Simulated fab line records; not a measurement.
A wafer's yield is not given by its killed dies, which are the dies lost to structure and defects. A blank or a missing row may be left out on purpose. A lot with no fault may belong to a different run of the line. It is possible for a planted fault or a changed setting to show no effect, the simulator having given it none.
A lot that was struck, set against a sound lot | flow gf180mcu | 43 out of 602 route steps
Sound: these wafers, L758.2, L758.3, L758.4. Wafers L761.1, L761.3, L761.4 were the ones struck. Last of all comes the cause.
For every step that has rows: the tool of each side, followed by ch and its chambers, followed by its first start. Under that, the readings that differ: sound wafers | struck wafers | difference of the means | sigmas: that difference in standard deviations of wafers without a fault.
alike: readings whose means differ by less than 2 such deviations, and words and numbers that are the same on both sides. not compared: withheld readings, readings that some wafer has no value for, bounds like >300 that may hide the same value, and numbers for which the record gives no deviation and whose values overlap.
Wherever a step has rows on one side only, a row that says differs or no value, or a row with sigmas, the two part there. Non-overlapping numbers with no deviation appear without sigmas and do not part them. A reading missing from all wafers of one side parts the sides only when that side holds two or more wafers.

first, 2 steps without rows for these wafers: GF_NWELL_IMPLANT_08; GF_NWELL_IMPLANT_09.
GF_NWELL_STRIP_10: strips in O2/N2.
  sound on plasmaAsher-03 ch 0,1, day 3 13:10; struck on plasmaAsher-04 ch 0,1, day 4 04:47
  alike: drypumpMotorCurrentA, heaterPowerW, oesProductAu, stripTimeToEndpointS
  not compared: rfHoursCounterH
GF_NWELL_TW_MEAS_11:
  sound on filmMetro-01, day 3 13:17; struck on filmMetro-02, day 4 04:53
  alike: NWELL_TW
then, 7 steps without rows for these wafers: GF_LVPWELL_DEHYDRATE_00 (time 60 s); GF_LVPWELL_HMDS_01 (prime time 60 s); GF_LVPWELL_COAT_02 (resist thk 3000 nm); GF_LVPWELL_SOFTBAKE_03; GF_LVPWELL_EXPOSE_04 (exposes mask LVPWELL, target cd 600 nm); GF_LVPWELL_PEB_05; GF_LVPWELL_DEVELOP_06 (develop time 60 s).
GF_LVPWELL_OVL_MEAS_07:
  sound on overlay-01, day 4 01:48; struck on overlay-01, day 4 17:51
  alike: LVPWELL_OVL
GF_LVPWELL_IMPLANT_08:
  sound on implanter-03 ch 0, day 4 01:52; struck on implanter-04 ch 0, day 4 17:53
reading                  | sound             | struck            | difference | sigmas
implantIonAmu            | 11 11 11          | 31 31 31          | +20        | 
model.implant.rpNm (nm)  | 477.3 477.3 477.3 | 218.8 218.8 218.8 | -258.5     | 
model.implant.drpNm (nm) | 102.4 102.4 102.4 | 68.9 68.9 68.9    | -33.5      | 
  alike: faradayCurrentUA
next, for these wafers, 1 step has no rows: GF_LVPWELL_IMPLANT_09.
GF_LVPWELL_STRIP_10: strips in O2/N2.
  sound on plasmaAsher-02 ch 0,1, day 4 02:08; struck on plasmaAsher-03 ch 0,1, day 4 18:11
  alike: drypumpMotorCurrentA, heaterPowerW, oesProductAu, stripTimeToEndpointS
  not compared: rfHoursCounterH
GF_LVPWELL_TW_MEAS_11:
  sound on filmMetro-02, day 4 02:14; struck on filmMetro-04, day 4 18:17
reading    | sound       | struck         | difference | sigmas
LVPWELL_TW | 558 554 554 | 1322 1321 1324 | +767       | +99 or more
then, 7 steps without rows for these wafers: GF_MVSD_DEHYDRATE_00 (time 60 s); GF_MVSD_HMDS_01 (prime time 60 s); GF_MVSD_COAT_02 (resist thk 3000 nm); GF_MVSD_SOFTBAKE_03; GF_MVSD_EXPOSE_04 (exposes mask MVSD, target cd 1000 nm); GF_MVSD_PEB_05; GF_MVSD_DEVELOP_06 (develop time 60 s).
GF_MVSD_OVL_MEAS_07:
  sound on overlay-01, day 4 15:42; struck on overlay-01, day 5 07:35
  alike: MVSD_OVL
then, 2 steps without rows for these wafers: GF_MVSD_IMPLANT_08; GF_MVSD_IMPLANT_09.
GF_MVSD_STRIP_10: strips in O2/N2.
  sound on plasmaAsher-04 ch 0,1, day 4 16:02; struck on plasmaAsher-01 ch 0,1, day 5 07:55
  alike: drypumpMotorCurrentA, heaterPowerW, oesProductAu, stripTimeToEndpointS
  not compared: rfHoursCounterH
GF_MVSD_TW_MEAS_11:
  sound on filmMetro-01, day 4 16:08; struck on filmMetro-02, day 5 08:01
  alike: MVSD_TW
then, 7 steps without rows for these wafers: GF_MVPSD_DEHYDRATE_00 (time 60 s); GF_MVPSD_HMDS_01 (prime time 60 s); GF_MVPSD_COAT_02 (resist thk 3000 nm); GF_MVPSD_SOFTBAKE_03; GF_MVPSD_EXPOSE_04 (exposes mask MVPSD, target cd 1000 nm); GF_MVPSD_PEB_05; GF_MVPSD_DEVELOP_06 (develop time 60 s).
GF_MVPSD_OVL_MEAS_07:
  sound on overlay-02, day 5 05:59; struck on overlay-02, day 5 22:08
  alike: MVPSD_OVL
then, 2 steps without rows for these wafers: GF_MVPSD_IMPLANT_08; GF_MVPSD_IMPLANT_09.
GF_MVPSD_STRIP_10: strips in O2/N2.
  sound on plasmaAsher-03 ch 0,1, day 5 06:19; struck on plasmaAsher-02 ch 0,1, day 5 22:28
  alike: drypumpMotorCurrentA, heaterPowerW, oesProductAu, stripTimeToEndpointS
  not compared: rfHoursCounterH
GF_MVPSD_TW_MEAS_11:
  sound on filmMetro-04, day 5 06:26; struck on filmMetro-04, day 5 22:36
  alike: MVPSD_TW
then, 2 steps without rows for these wafers: GF_VT_IMPLANT_DEHYDRATE_00 (time 60 s); GF_VT_IMPLANT_HMDS_01 (prime time 60 s).
-- the record jumps here: 3 days lie between the struck wafers' starts before and after --
GF_VT_IMPLANT_RS_MEAS_48: measures by four-point-probe.
  sound on filmMetro-04, day 7 18:02; struck on filmMetro-04, day 8 14:11
reading             | sound                | struck | difference                    | sigmas
LVPWELL_RS (ohm/sq) | 1196.7 1194.5 1195.8 | - - -  | no value on the struck wafers | 

## WHERE THEY PART
First at GF_LVPWELL_TW_MEAS_11; last, within this record, at GF_VT_IMPLANT_RS_MEAS_48.

WHY: the cause the simulator had injected
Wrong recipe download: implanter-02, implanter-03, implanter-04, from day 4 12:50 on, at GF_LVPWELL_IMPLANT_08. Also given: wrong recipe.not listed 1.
